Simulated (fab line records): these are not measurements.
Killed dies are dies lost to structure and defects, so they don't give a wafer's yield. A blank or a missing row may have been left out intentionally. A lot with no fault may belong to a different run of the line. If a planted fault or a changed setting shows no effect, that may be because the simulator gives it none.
One fault seen from 2 desks	flow sky130	what lay behind the numbers comes last; until then each desk has only its own

AT THE METROLOGY DESK
Means of the sampled wafers that have a number, per lot and without regard to the tool the lot ran on: this is what the gauges read. If a lot's mean is further than 4 standard deviations from the usual mean, the lot is out of limits and carries the mark OUT (the distance appears in the brackets).
Columns: A = cd nm at SKY_SONOS_TUNNEL_CD_MEAS_07, usual 409.4 nm; B = GATE_OXIDE_OXIDATION_00_THK at SKY_GATE_OXIDE_THK_MEAS_02, usual 10.37 nm; C = POLY_GATE_CVD_00_THK at SKY_POLY_GATE_THK_MEAS_01, usual 180.2 nm
lot	first seen here	A	B	C
L168	day 11 12:22	411.1	10.50	183.9
L173	day 12 22:19	408.1	10.13	177.6
L174	day 13 04:19	408.3	10.74	103.3 (-43) OUT
L175	day 13 15:45	408.2	10.61	105.7 (-41) OUT
L182	day 15 23:04	410.2	10.20	181.6
L185	day 17 05:08	408.8	10.16	181.3
L186	day 17 12:26	408.2	10.48	182.2
L187	day 17 17:16	411.3	10.27	180.4
L189	day 18 06:44	409.9	10.08	180.9
L191	day 19 02:50	406.2	10.16	181.0
This desk reports L174, L175 out of limits; the earliest was L174 at day 15 21:22 (POLY_GATE_CVD_00_THK at SKY_POLY_GATE_THK_MEAS_01). L168, L173, L182, L185, L186, L187, L189, L191: within limits.

DESK OF THE TOOL OWNER: lpcvd-01
The tool's own readings at SKY_POLY_GATE_CVD_00 (deposits poly-Si, target thk 180 nm, time 720 s): means of the sampled wafers that have a number, for each lot that ran on this tool. If a lot's mean is further than 4 standard deviations from the usual mean, the lot is out of limits and carries the mark OUT (the distance appears in the brackets). It has 10 readings, of which 7 appear: the earliest out of limits, and the ones furthest out on some lot.
Columns: A = spike tc bottom C at SKY_POLY_GATE_CVD_00, usual 644 C; B = spike tc centre C at SKY_POLY_GATE_CVD_00, usual 620.7 C; C = spike tc lower C at SKY_POLY_GATE_CVD_00, usual 619.0 C; D = spike tc top C at SKY_POLY_GATE_CVD_00, usual 636.1 C; E = spike tc upper C at SKY_POLY_GATE_CVD_00, usual 620.6 C; F = susceptor temp C at SKY_POLY_GATE_CVD_00, usual 620.02 C; G = zone power bottom pct at SKY_POLY_GATE_CVD_00, usual 12.09 %
lot	first seen here	A	B	C	D	E	F	G
L168	day 14 01:10	647	621.0	619.6	638.0	620.9	619.98	12.12
L173	day 15 16:00	647	621.2	617.9	636.8	620.7	619.85	12.13
L174	day 15 20:10	624 (-5.0) OUT	598.1 (-24) OUT	596.0 (-23) OUT	614.8 (-12) OUT	598.3 (-20) OUT	598.06 (-73) OUT	11.38 (-5.5) OUT
L175	day 16 08:18	624 (-5.0) OUT	598.6 (-23) OUT	596.5 (-23) OUT	614.8 (-12) OUT	598.9 (-20) OUT	597.40 (-75) OUT	11.24 (-6.6) OUT
L182	day 18 19:55	647	621.2	618.1	637.3	620.7	620.35	12.20
L185	day 20 03:22	646	621.4	618.7	637.5	621.7	620.11	12.10
L186	day 20 12:25	639	620.1	618.8	632.3	620.1	619.78	11.90
L187	day 20 17:41	647	620.8	619.1	637.0	620.1	619.43	12.13
L189	day 21 06:26	638	620.2	619.4	634.3	619.9	620.20	11.98
L191	day 22 02:34	638	619.7	619.3	634.6	621.0	620.07	12.01
Finding of this desk: L174, L175 out of limits; the first was L174 at day 15 20:10, on spike tc bottom C at SKY_POLY_GATE_CVD_00. L168, L173, L182, L185, L186, L187, L189, L191: within limits.

PUT TOGETHER
An alarm could have come from the tool owner's desk at day 15 20:10, on L174, L175.
The metrology desk could have raised an alarm at day 15 21:22, on L174, L175.
The lots listed all ran SKY_POLY_GATE_CVD_00 on lpcvd-01.

WHAT THE SIMULATOR HAD INSERTED
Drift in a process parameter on lpcvd-01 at SKY_POLY_GATE_CVD_00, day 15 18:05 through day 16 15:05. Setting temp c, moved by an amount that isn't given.
Shown lots that were struck: L174, L175.
Delay (hours) between the fault's onset and each desk's first out-of-limits reading: 2 at the tool owner's desk, 3 at the metrology desk.
